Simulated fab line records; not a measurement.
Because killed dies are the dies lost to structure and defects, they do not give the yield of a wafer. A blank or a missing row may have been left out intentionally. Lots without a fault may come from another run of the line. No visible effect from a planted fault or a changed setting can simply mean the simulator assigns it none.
fab line records	flow sfqLine
record lots=6	wafers=18	lastDay=91
route steps=325 shown L0V@21 M0@28
lots untouched by any fault: they come from a run of this same line in which no faults occurred
startH: the number of hours between the record's first day and the start of the first shown wafer of the lot	waitH: how many hours have passed since the lot's step before this one	" same as the row above	L1.1+2: one row covering several wafers at once	- no value present, or no start provided	* or withheld: withheld	< > ~ a bound
route shown NAME@n: a module of which the file shows steps, and the number in the route of the first	usual: the fault-free wafers' mean and standard deviation	same: alike in all rows	chamber/n: place in a boat	sites: each site's reading	_std_site: the values' standard deviation	_edge_site: the outer-site mean with the inner-site mean subtracted	radiusMm: for every site, how far away it sits from the centre of the wafer	mask NAME#n: copy n	behind: the tool/chamber that last shaped the wafer	hold: the reason the lot was held/the length of the hold in hours/how it ended	device: transistor that didn't switch, given as n, p or np	end of line: the route-end tests of the same wafers	a step with no rows: only its recipe	killed: at the first sort, the dies lost to defects and structure; wafer yield is something else	map: a wafer's dies, x killed, . not, _ none there
set.NAME: setting as actually run; set.NAME@STEP: the setting as run at that earlier step	model.NAME: the simulator's own value behind a step, which no gauge read
a table for each step, a row for each wafer; lots at some steps of the route
services: the hour from which a tool's chamber was out of use, counted from the record's first day as startH (under 0 if before that day), plus the number of hours and why
## steps
# step SFQ_TRILAYER_L0_VIA_LITHO_PEB_016
# recipe pebTempC=115	pebTimeS=60	resist=KrF
# step SFQ_TRILAYER_L0_VIA_LITHO_DEVELOP_015
# recipe timeS=60	resist=KrF
# step SFQ_L0V_OVL_MEAS_903
# usual L0V_OVL=1/5
lot.wafer	tool	chamber	startH	waitH	L0V_OVL[nm]
L852.4	overlay-01	-	103.12	0.1	-1
L852.5	"	-	"	"	0
L852.6	"	-	"	"	-2
L863.2	overlay-02	-	152.31	0.1	-1
L863.3	"	-	"	"	-3
L863.5	"	-	"	"	3
L865.1	overlay-02	-	170.30	0.1	-2
L865.4	"	-	"	"	-3
L865.6	"	-	"	"	2
L870.1	overlay-01	-	279.58	0.1	5
L870.2	"	-	"	"	2
L870.4	"	-	"	"	2
L873.1	overlay-02	-	309.29	0.1	3
L873.4	"	-	"	"	1
L873.6	"	-	"	"	0
L874.2	overlay-01	-	322.36	0.1	2
L874.3	"	-	"	"	3
L874.4	"	-	"	"	4
# step SFQ_TRILAYER_L0_VIA_BARC_OPEN_VIA_ETCH_021
# recipe maskMaterial=PR	chemistry=O2	targetDepthNm=125	target=BARC	sourceW=500	biasW=80	pressureMtorr=30	timeS=41.7
# step SFQ_TRILAYER_L0_VIA_ETCH_VIA_ETCH_016
# recipe target=SiO2	stopOn=MoNx_KI	maskMaterial=PR	chemistry=CHF3	targetDepthNm=80	sourceW=500	biasW=80	pressureMtorr=30	timeS=withheld
# usual drypumpMotorCurrentA=5.8/0.43	oesProductAu=0.842/0.0077
lot.wafer	tool	chamber	startH	waitH	drypumpMotorCurrentA	oesProductAu
L852.4	rieDiel-03	1	103.18	0.0	6.0	0.846
L852.5	"	3	"	"	5.8	0.829
L852.6	"	0	"	"	6.5	0.861
L863.2	rieDiel-02	1	152.38	0.0	5.7	0.841
L863.3	"	3	"	"	6.0	0.846
L863.5	"	1	"	"	5.7	0.851
L865.1	rieDiel-03	1	170.38	0.0	6.0	0.840
L865.4	"	3	"	"	5.8	0.850
L865.6	"	1	"	"	6.0	0.847
L870.1	rieDiel-04	2	279.66	0.0	6.0	0.835
L870.2	"	1	"	"	6.0	0.845
L870.4	"	3	"	"	5.4	0.854
L873.1	rieDiel-04	1	309.37	0.0	6.0	0.843
L873.4	"	3	"	"	5.4	0.836
L873.6	"	2	"	"	6.0	0.840
L874.2	rieDiel-02	1	322.43	0.0	5.7	0.838
L874.3	"	2	"	"	6.5	0.835
L874.4	"	1	"	"	5.7	0.846
# step SFQ_TRILAYER_L0_VIA_STRIP_STRIP_017
# recipe gas=O2	powerW=200	platenTempC=40	overashFraction=0.65	chemistry=O2	pressureMtorr=50
# usual drypumpMotorCurrentA=5.5/0.46	oesProductAu=0.998/0.008
lot.wafer	tool	chamber	startH	waitH	drypumpMotorCurrentA	oesProductAu	rfHoursCounterH
L852.4	rieMetal-01	1	103.42	-	5.8	0.998	-
L852.5	"	0	"	"	6.0	1.000	-
L852.6	"	1	"	"	5.8	1.002	-
L863.2	rieMetal-01	1	152.43	-	5.8	0.986	155
L863.3	"	1	"	"	5.8	1.002	-
L863.5	"	1	"	"	5.8	1.004	-
L865.1	rieMetal-03	0	170.43	-	5.0	1.007	91
L865.4	"	0	"	"	5.0	1.000	-
L865.6	"	1	"	"	6.2	1.006	-
L870.1	rieMetal-01	0	279.70	-	6.0	1.010	28
L870.2	"	1	"	"	5.8	0.995	171
L870.4	"	1	"	"	5.8	0.990	-
L873.1	rieMetal-01	0	309.41	-	6.0	1.002	32
L873.4	"	0	"	"	6.0	1.007	-
L873.6	"	1	"	"	5.8	1.007	-
L874.2	rieMetal-03	1	322.48	-	6.2	1.018	42
L874.3	"	1	"	"	6.2	1.022	-
L874.4	"	0	"	"	5.0	1.000	-
# step SFQ_TRILAYER_L0_VIA_STRIP_SOLV_CLEAN_018
# recipe chemistry=NMP	tempC=70	timeS=600
# step SFQ_TRILAYER_M0_DEP_PRE_CLEAN_020
# recipe gas=Ar	timeS=15	biasV=250
# step SFQ_TRILAYER_M0_DEP_SPUTTER_019
# recipe material=Nb	basePressurePa=1.33e-06	chamberPressurePa=0.1333	substrateTempC=20	resputterCathodeVoltageV=400	targetThkNm=200	powerW=2000	timeS=133.3
# usual throttleValvePct=30.1/1.1
lot.wafer	tool	chamber	startH	waitH	throttleValvePct
L852.4	pvdSputter-04	-	104.02	0.0	30.0
L852.5	"	-	"	"	31.4
L852.6	"	-	"	"	29.8
L863.2	pvdSputter-06	-	153.24	0.0	28.6
L863.3	"	-	"	"	28.9
L863.5	"	-	"	"	28.7
L865.1	pvdSputter-04	-	171.23	0.0	30.1
L865.4	"	-	"	"	29.5
L865.6	"	-	"	"	30.5
L870.1	pvdSputter-06	-	280.52	0.0	28.7
L870.2	"	-	"	"	30.9
L870.4	"	-	"	"	28.6
L873.1	pvdSputter-04	-	310.23	0.0	30.4
L873.4	"	-	"	"	31.6
L873.6	"	-	"	"	30.3
L874.2	pvdSputter-06	-	323.28	0.0	30.9
L874.3	"	-	"	"	31.0
L874.4	"	-	"	"	28.5
# step SFQ_M0_RS_MEAS_904
# recipe thkMeasGauge=four-point-probe	reads=Nb_of_TRILAYER_M0_DEP_SPUTTER_019
# usual M0_NB_RS=0.889/0.011
lot.wafer	tool	chamber	startH	waitH	M0_NB_RS[ohm/sq]
L852.4	filmMetro-02	-	104.17	0.1	0.871
L852.5	"	-	"	"	0.869
L852.6	"	-	"	"	0.873
L863.2	filmMetro-02	-	153.35	0.1	0.903
L863.3	"	-	"	"	0.904
L863.5	"	-	"	"	0.898
L865.1	filmMetro-03	-	171.33	0.1	0.885
L865.4	"	-	"	"	0.886
L865.6	"	-	"	"	0.879
L870.1	filmMetro-03	-	280.61	0.0	0.905
L870.2	"	-	"	"	0.892
L870.4	"	-	"	"	0.908
L873.1	filmMetro-01	-	310.32	0.0	0.882
L873.4	"	-	"	"	0.899
L873.6	"	-	"	"	0.886
L874.2	filmMetro-03	-	323.39	0.1	0.885
L874.3	"	-	"	"	0.872
L874.4	"	-	"	"	0.886
# step SFQ_TRILAYER_M0_LITHO_COAT_026
# recipe resist=BARC	spinRpm=3000	resistThkNm=62
# step SFQ_TRILAYER_M0_LITHO_COAT_021
# recipe resist=KrF	spinRpm=3000	resistThkNm=600
# usual spinSpeedRpm=2999.8/2.1
lot.wafer	tool	chamber	startH	waitH	spinSpeedRpm	model.KrF_of_TRILAYER_M0_LITHO_COAT_021.thkNm
L852.4	lithoTrack-02	0	104.74	0.2	3003.2	599.4
L852.5	"	0	"	"	2996.7	598.4
L852.6	"	0	"	"	2996.4	600.2
L863.2	lithoTrack-03	0	153.86	0.2	2932.8	606.6
L863.3	"	0	"	"	2932.3	608.1
L863.5	"	0	"	"	2932.7	606.5
L865.1	lithoTrack-03	0	171.81	0.2	2933.3	606.8
L865.4	"	0	"	"	2930.6	606.9
L865.6	"	0	"	"	2933.1	607.5
L870.1	lithoTrack-02	0	281.09	0.2	3002.0	597.8
L870.2	"	0	"	"	2999.3	597.8
L870.4	"	0	"	"	3001.1	597.9
L873.1	lithoTrack-03	0	310.80	0.2	2994.8	598.2
L873.4	"	0	"	"	2998.8	598.5
L873.6	"	0	"	"	2999.7	598.8
L874.2	lithoTrack-02	0	323.90	0.2	2996.5	597.9
L874.3	"	0	"	"	2997.8	599.9
L874.4	"	0	"	"	3000.4	597.6
# step SFQ_TRILAYER_M0_LITHO_SOFTBAKE_025
# recipe tempC=withheld	timeS=withheld	resist=KrF
# step SFQ_TRILAYER_M0_LITHO_EXPOSE_022
# recipe maskId=M0	na=0.6	sourceShape=conventional	sigmaOuter=0.65	targetCdNm=500	doseMj=14.4
# step SFQ_TRILAYER_M0_LITHO_PEB_024
# recipe pebTempC=115	pebTimeS=62.16	resist=KrF
# step SFQ_TRILAYER_M0_LITHO_DEVELOP_023
# recipe timeS=60	resist=KrF
# step SFQ_M0_OVL_MEAS_906
# usual M0_OVL=-5/5.4
lot.wafer	tool	chamber	startH	waitH	M0_OVL[nm]
L852.4	overlay-02	-	163.12	0.1	4
L852.5	"	-	"	"	0
L852.6	"	-	"	"	5
L863.2	overlay-01	-	260.39	0.1	1
L863.3	"	-	"	"	-7
L863.5	"	-	"	"	-9
L865.1	overlay-02	-	274.78	0.1	-4
L865.4	"	-	"	"	-5
L865.6	"	-	"	"	-10
L870.1	overlay-02	-	311.00	0.1	-16
L870.2	"	-	"	"	-14
L870.4	"	-	"	"	-14
L873.1	overlay-02	-	319.95	0.1	2
L873.4	"	-	"	"	-1
L873.6	"	-	"	"	-1
L874.2	overlay-01	-	449.33	0.1	1
L874.3	"	-	"	"	1
L874.4	"	-	"	"	-4
# step SFQ_TRILAYER_M0_BARC_OPEN_METAL_ETCH_031
# recipe maskMaterial=PR	chemistry=O2	targetDepthNm=125	target=BARC	icpW=600	biasW=80	pressureMtorr=10	timeS=41.7
# usual drypumpMotorCurrentA=5.4/0.46	oesProductAu=0.685/0.004
lot.wafer	tool	chamber	startH	waitH	drypumpMotorCurrentA	oesProductAu	rfHoursCounterH
L852.4	rieMetal-02	0	163.16	0.0	5.7	0.678	-
L852.5	"	1	"	"	4.9	0.693	-
L852.6	"	0	"	"	5.7	0.688	-
L863.2	rieMetal-04	0	260.42	0.0	5.4	0.687	178
L863.3	"	1	"	"	4.9	0.682	-
L863.5	"	0	"	"	5.4	0.685	-
L865.1	rieMetal-04	1	274.82	0.0	4.9	0.684	43
L865.4	"	1	"	"	5.0	0.685	-
L865.6	"	0	"	"	5.4	0.683	-
L870.1	rieMetal-01	0	311.04	0.0	6.0	0.685	33
L870.2	"	1	"	"	5.8	0.696	175
L870.4	"	1	"	"	5.8	0.685	-
L873.1	rieMetal-02	0	319.99	0.0	5.7	0.691	1
L873.4	"	1	"	"	4.9	0.683	-
L873.6	"	1	"	"	4.8	0.686	-
L874.2	rieMetal-01	1	449.36	0.0	5.8	0.683	11
L874.3	"	0	"	"	6.0	0.682	-
L874.4	"	1	"	"	5.8	0.689	-
# step SFQ_TRILAYER_M0_ETCH_METAL_ETCH_024
# recipe target=Nb	stopOn=SiO2	maskMaterial=PR	chemistry=Cl2/Ar	targetDepthNm=240	icpW=600	biasW=80	pressureMtorr=10	timeS=120
# usual drypumpMotorCurrentA=5.4/0.46	oesProductAu=0.895/0.0077
lot.wafer	tool	chamber	startH	waitH	drypumpMotorCurrentA	oesProductAu	rfHoursCounterH	model.KrF_of_TRILAYER_M0_LITHO_COAT_021.thkNm
L852.4	rieMetal-02	0	163.24	0.1	5.7	0.908	-	380.5
L852.5	"	1	"	"	4.9	0.907	-	383
L852.6	"	0	"	"	5.7	0.903	-	380.7
L863.2	rieMetal-04	0	260.48	0.0	5.4	0.883	178	391.1
L863.3	"	1	"	"	4.9	0.889	-	393.6
L863.5	"	0	"	"	5.4	0.889	-	390.1
L865.1	rieMetal-04	1	274.90	0.1	5.0	0.887	43	390.2
L865.4	"	1	"	"	4.9	0.900	-	391
L865.6	"	0	"	"	5.4	0.896	-	390.6
L870.1	rieMetal-01	0	311.10	0.0	6.0	0.883	33	381
L870.2	"	1	"	"	5.8	0.882	175	381.1
L870.4	"	1	"	"	5.8	0.884	-	380.7
L873.1	rieMetal-02	0	320.05	0.0	5.7	0.899	1	383.2
L873.4	"	1	"	"	4.8	0.892	-	381.9
L873.6	"	1	"	"	4.8	0.893	-	381.9
L874.2	rieMetal-01	1	449.42	0.0	5.8	0.899	11	381.2
L874.3	"	0	"	"	6.0	0.907	-	381.6
L874.4	"	1	"	"	5.8	0.894	-	379.8
# step SFQ_TRILAYER_M0_STRIP_STRIP_025
# recipe gas=O2	powerW=200	platenTempC=40	overashFraction=0.65	chemistry=O2	pressureMtorr=50
# usual drypumpMotorCurrentA=5.4/0.45	oesProductAu=0.996/0.0075
lot.wafer	tool	chamber	startH	waitH	drypumpMotorCurrentA	oesProductAu	rfHoursCounterH
L852.4	rieMetal-02	0	163.53	0.2	5.7	1.011	-
L852.5	"	1	"	"	4.8	0.980	-
L852.6	"	0	"	"	5.7	1.004	-
L863.2	rieMetal-04	0	260.60	0.1	5.4	0.996	178
L863.3	"	1	"	"	4.9	0.980	-
L863.5	"	0	"	"	5.4	0.991	-
L865.1	rieMetal-04	1	275.06	0.1	4.9	0.993	43
L865.4	"	1	"	"	4.9	0.999	-
L865.6	"	0	"	"	5.4	0.986	-
L870.1	rieMetal-01	0	311.22	0.1	6.0	0.996	33
L870.2	"	1	"	"	5.8	0.992	176
L870.4	"	1	"	"	5.7	0.991	-
L873.1	rieMetal-02	0	320.17	0.1	5.7	0.984	2
L873.4	"	1	"	"	4.8	0.996	-
L873.6	"	1	"	"	4.8	1.003	-
L874.2	rieMetal-01	1	449.54	0.1	5.8	0.998	11
L874.3	"	0	"	"	6.0	1.003	-
L874.4	"	1	"	"	5.8	0.996	-
## services
tool	chamber	startH	hours	kind
rieMetal-03	1	82.82	49.6	repair
rieMetal-02	-	93.27	1.0	repair
rieDiel-03	3	93.35	3.0	repair
rieMetal-04	0	112.50	2.6	repair
rieDiel-04	2	117.15	8.0	repair
rieDiel-03	3	117.50	4.5	repair
rieMetal-02	-	150.44	0.4	repair
rieMetal-01	0	165.74	2.9	repair
rieMetal-02	-	167.36	0.7	repair
rieDiel-03	-	206.51	0.8	repair
rieDiel-03	-	217.75	14.6	pm
rieMetal-03	1	221.69	64.5	repair
rieDiel-02	-	231.60	2.8	pm
rieDiel-03	2	246.81	4.1	repair
rieDiel-04	-	253.77	15.6	pm
rieMetal-01	-	276.58	1.4	pm
rieMetal-04	0	305.99	1.0	repair
pvdSputter-06	-	314.02	8.9	repair
pvdSputter-06	-	352.81	3.0	repair
rieMetal-04	-	358.59	2.8	pm
rieMetal-02	0	384.84	5.2	repair
rieMetal-01	-	404.26	2.8	pm
pvdSputter-04	-	407.63	7.9	repair
pvdSputter-06	-	427.72	4.0	repair
## key
firstSign step=SFQ_TRILAYER_M0_LITHO_COAT_021	reading=spinSpeedRpm	direction=down	sigmas=32	usual=2999.8	struck=2932.5
effect none on later readings
modelEffect step=SFQ_TRILAYER_M0_LITHO_COAT_021	value=KrF_of_TRILAYER_M0_LITHO_COAT_021.thkNm	without=600.1	struck=607.1
modelEffect step=SFQ_TRILAYER_M0_ETCH_METAL_ETCH_024	value=KrF_of_TRILAYER_M0_LITHO_COAT_021.thkNm	without=384.1	struck=391.1
metAt SFQ_TRILAYER_M0_LITHO_COAT_021
struckWafers L863.2,L863.3,L863.5,L865.1,L865.4,L865.6
fault kind=processParameterDrift	tool=lithoTrack-03	chamber=-	onsetH=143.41	steps=SFQ_TRILAYER_M0_LITHO_COAT_021	channel=spinRpm	offset=-68.729	shape=step	endH=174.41	actsIn=theseRecipesOnly	stated=3000
